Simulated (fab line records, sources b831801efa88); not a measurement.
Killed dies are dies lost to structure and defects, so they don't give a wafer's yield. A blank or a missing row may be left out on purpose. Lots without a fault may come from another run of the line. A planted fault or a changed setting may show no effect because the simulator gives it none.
Which tool did it? | flow sky130 | 11 lots, 33 wafers sampled, at 6 steps of a route of 708

WHAT THE GAUGES READ, wafer by wafer
SKY_NWELL_TW_MEAS_15. Usual: NWELL_TW 1838, standard deviation 12.
lot  | measured     | on            | NWELL_TW       | flag
L829 | day 5 12:40  | film_metro-04 | 1834 1830 1834 |
L830 | day 5 19:50  | film_metro-04 | 1833 1836 1824 |
L831 | day 5 21:11  | film_metro-04 | 1845 1834 1845 |
L832 | day 6 03:35  | film_metro-02 | 1836 1836 1841 |
L834 | day 6 22:01  | film_metro-01 | 1836 1837 1849 |
L836 | day 7 10:43  | film_metro-01 | 1834 1838 1842 |
L840 | day 8 06:31  | film_metro-01 | 1835 1855 1851 |
L841 | day 8 09:46  | film_metro-04 | 1833 1833 1829 |
L843 | day 8 20:50  | film_metro-02 | 2109 2114 2113 | OFF
L846 | day 9 13:08  | film_metro-01 | 2097 2100 2103 | OFF
L848 | day 10 06:55 | film_metro-04 | 1823 1836 1828 |

SKY_NWELL_RS_MEAS_29: measures by four-point-probe. Usual: NWELL_RS 625.3 ohm/sq, standard deviation 1.7.
lot  | measured     | on            | NWELL_RS (ohm/sq) | flag
L829 | day 6 07:26  | film_metro-01 | 627.0 627.9 627.1 |
L830 | day 6 14:37  | film_metro-02 | 626.3 624.6 626.4 |
L831 | day 6 16:34  | film_metro-04 | 622.5 622.7 623.2 |
L832 | day 6 22:37  | film_metro-01 | 626.4 627.0 625.6 |
L834 | day 7 18:23  | film_metro-04 | 624.5 623.5 622.1 |
L836 | day 8 06:55  | film_metro-02 | 625.7 626.2 623.9 |
L840 | day 9 03:41  | film_metro-02 | 624.4 625.4 623.9 |
L841 | day 9 07:24  | film_metro-02 | 624.8 626.8 626.1 |
L843 | day 9 19:02  | film_metro-01 | 502.8 501.6 501.6 | OFF
L846 | day 10 11:11 | film_metro-04 | 502.1 500.5 501.2 | OFF
L848 | day 11 06:38 | film_metro-01 | 627.3 626.3 626.8 |

SKY_SD_N_OVL_MEAS_08. Usual: SD_N_OVL -0.8 nm, standard deviation 1.3.
lot  | measured     | on         | SD_N_OVL (nm)  | flag
L829 | day 29 11:50 | overlay-02 | -1.1 -1.2 -0.3 |
L830 | day 29 20:03 | overlay-02 | 1.8 0.4 2.1    |
L831 | day 29 17:13 | overlay-02 | 1.2 -1.5 0.3   |
L832 | day 30 05:46 | overlay-01 | -2.0 -0.3 0.0  |
L834 | day 31 06:54 | overlay-01 | -1.0 -1.5 -0.7 |
L836 | day 31 23:33 | overlay-01 | -1.3 -2.3 -1.2 |
L840 | day 33 01:06 | overlay-02 | -1.9 -1.0 -1.2 |
L841 | day 33 03:24 | overlay-02 | 0.2 -1.2 -2.5  |
L843 | day 33 14:43 | overlay-01 | -3.6 -2.4 -2.7 |
L846 | day 34 14:40 | overlay-01 | -0.7 -2.0 -2.6 |
L848 | day 35 07:30 | overlay-02 | -0.4 0.1 -0.1  |

SKY_LI_CONTACT_BOW_MEAS_03. Usual: LI_CONTACT_BOW 56 um, standard deviation 6.4.
lot  | measured     | on            | LI_CONTACT_BOW (um) | flag
L829 | day 29 13:24 | film_metro-02 | 47 55 57            |
L830 | day 29 21:38 | film_metro-04 | 56 59 59            |
L831 | day 29 18:48 | film_metro-02 | 65 57 61            |
L832 | day 30 07:24 | film_metro-02 | 58 58 65            |
L834 | day 31 08:29 | film_metro-03 | 56 59 64            |
L836 | day 32 01:12 | film_metro-04 | 59 60 48            |
L840 | day 33 02:40 | film_metro-04 | 51 63 56            |
L841 | day 33 04:58 | film_metro-03 | 62 57 55            |
L843 | day 33 16:19 | film_metro-02 | 46 56 64            |
L846 | day 34 16:16 | film_metro-04 | 63 65 56            |
L848 | day 35 09:05 | film_metro-03 | 67 49 56            |

WHICH TOOL RAN EACH LOT (tool, then ch and the chambers of the sampled wafers, then the start)
lot  | SKY_FIELD_ISO_STRIP_16              | SKY_NWELL_IMPLANT_11
L829 | plasma_asher-01 ch 0,1, day 3 01:42 | implanter-01 ch 0, day 5 12:07
L830 | plasma_asher-01 ch 0,1, day 3 08:31 | implanter-04 ch 0, day 5 19:19
L831 | plasma_asher-03 ch 0,1, day 3 10:52 | implanter-04 ch 0, day 5 20:40
L832 | plasma_asher-04 ch 0,1, day 3 16:11 | implanter-01 ch 0, day 6 03:04
L834 | plasma_asher-03 ch 0,1, day 4 07:29 | implanter-04 ch 0, day 6 21:29
L836 | plasma_asher-04 ch 0,1, day 4 15:47 | implanter-03 ch 0, day 7 10:10
L840 | plasma_asher-01 ch 0,1, day 5 12:21 | implanter-03 ch 0, day 8 05:58
L841 | plasma_asher-01 ch 1, day 5 15:56   | implanter-04 ch 0, day 8 09:14
L843 | plasma_asher-04 ch 0,1, day 6 02:41 | implanter-01 ch 0, day 8 20:20
L846 | plasma_asher-01 ch 0,1, day 6 17:52 | implanter-01 ch 0, day 9 12:38
L848 | plasma_asher-01 ch 1, day 7 05:53   | implanter-04 ch 0, day 10 06:23
- SKY_FIELD_ISO_STRIP_16: strips in O2/N2.
- SKY_NWELL_IMPLANT_11

WHAT THE TOOLS THEMSELVES READ (means of the sampled wafers that have a number; where no wafer has one, the mark that the record gives instead)
SKY_FIELD_ISO_STRIP_16. Usual: drypump_motor_current_A 5.8 A, standard deviation 0.34; oes_product_au 0.379 a.u., standard deviation 0.0046; strip_time_to_endpoint_s 3.560 s, standard deviation 0.028.
lot  | tool            | drypump_motor_current_A (A) | oes_product_au (a.u.) | strip_time_to_endpoint_s (s) | flag
L829 | plasma_asher-01 | 5.9                         | 0.376                 | 3.568                        |
L830 | plasma_asher-01 | 5.9                         | 0.382                 | 3.555                        |
L831 | plasma_asher-03 | 5.5                         | 0.381                 | 3.552                        |
L832 | plasma_asher-04 | 5.9                         | 0.381                 | 3.550                        |
L834 | plasma_asher-03 | 5.5                         | 0.384                 | 3.589                        |
L836 | plasma_asher-04 | 5.9                         | 0.379                 | 3.548                        |
L840 | plasma_asher-01 | 5.9                         | 0.383                 | 3.592                        |
L841 | plasma_asher-01 | 5.9                         | 0.381                 | 3.547                        |
L843 | plasma_asher-04 | 5.9                         | 0.379                 | 3.577                        |
L846 | plasma_asher-01 | 5.9                         | 0.378                 | 3.546                        |
L848 | plasma_asher-01 | 5.9                         | 0.376                 | 3.539                        |

SKY_NWELL_IMPLANT_11. Usual: beam_energy_keV 399.97, standard deviation 0.12; dose_ions_cm2 1.9001e+13, standard deviation 2e+10; faraday_current_uA 107.4, standard deviation 2.5.
lot  | tool         | beam_energy_keV | dose_ions_cm2 | faraday_current_uA | flag
L829 | implanter-01 | 399.83          | 1.9000e+13    | 107.4              |
L830 | implanter-04 | 399.93          | 1.9027e+13    | 105.9              |
L831 | implanter-04 | 399.97          | 1.9010e+13    | 109.8              |
L832 | implanter-01 | 400.06          | 1.8997e+13    | 107.8              |
L834 | implanter-04 | 399.93          | 1.9013e+13    | 108.4              |
L836 | implanter-03 | 399.89          | 1.9019e+13    | 106.1              |
L840 | implanter-03 | 399.88          | 1.9019e+13    | 108.1              |
L841 | implanter-04 | 399.94          | 1.9015e+13    | 107.4              |
L843 | implanter-01 | 399.98          | 2.8505e+13    | 154.9              | OFF
L846 | implanter-01 | 399.91          | 2.8490e+13    | 157.3              | OFF
L848 | implanter-04 | 399.90          | 1.8981e+13    | 107.1              |

THE ANSWER, worked out from the rows above alone
Rule: a lot is off if the mean of its wafers that have a number lies more than 3 standard deviations from the usual mean. A lot without any number at a reading at which 4 lots or more have one is off too. The other lots that the step has rows for count as sound. The gauges are gone through in route order, then the tools' own readings, and for those a lot's mean is taken as printed above. The first step at which some lot is off is used, and at that step the reading that is off furthest; a lot without a number counts as furthest.
Off: L843, L846, at SKY_NWELL_TW_MEAS_15 (NWELL_TW).
A tool fits if, at a process step before that reading, it ran every lot that is off, and no sound lot after the first of them. The gauges at SKY_NWELL_TW_MEAS_15 aren't tried: what is off there is off at SKY_NWELL_IMPLANT_11 too, on other tools, and a gauge's error can't cause that. One fits: implanter-01 at SKY_NWELL_IMPLANT_11. Its last sound lot is L832 (day 6 03:04), its first lot that is off L843 (day 8 20:20): a fault that began between those two fits.
The tool's own readings at SKY_NWELL_IMPLANT_11 bear it out: on the lots that are off they differ by more than 5 times the standard deviation of the sound lots' means. dose_ions_cm2 reads 2.8498e+13 there against 1.9009e+13 on the sound lots; faraday_current_uA reads 156.1 there against 107.6 on the sound lots.

WHAT THE SIMULATOR HAD PUT IN
Process parameter drift: implanter-01, from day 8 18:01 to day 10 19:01, at SKY_NWELL_IMPLANT_11. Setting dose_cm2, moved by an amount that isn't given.
Lots struck among those shown: L843, L846. The rule above found the same.
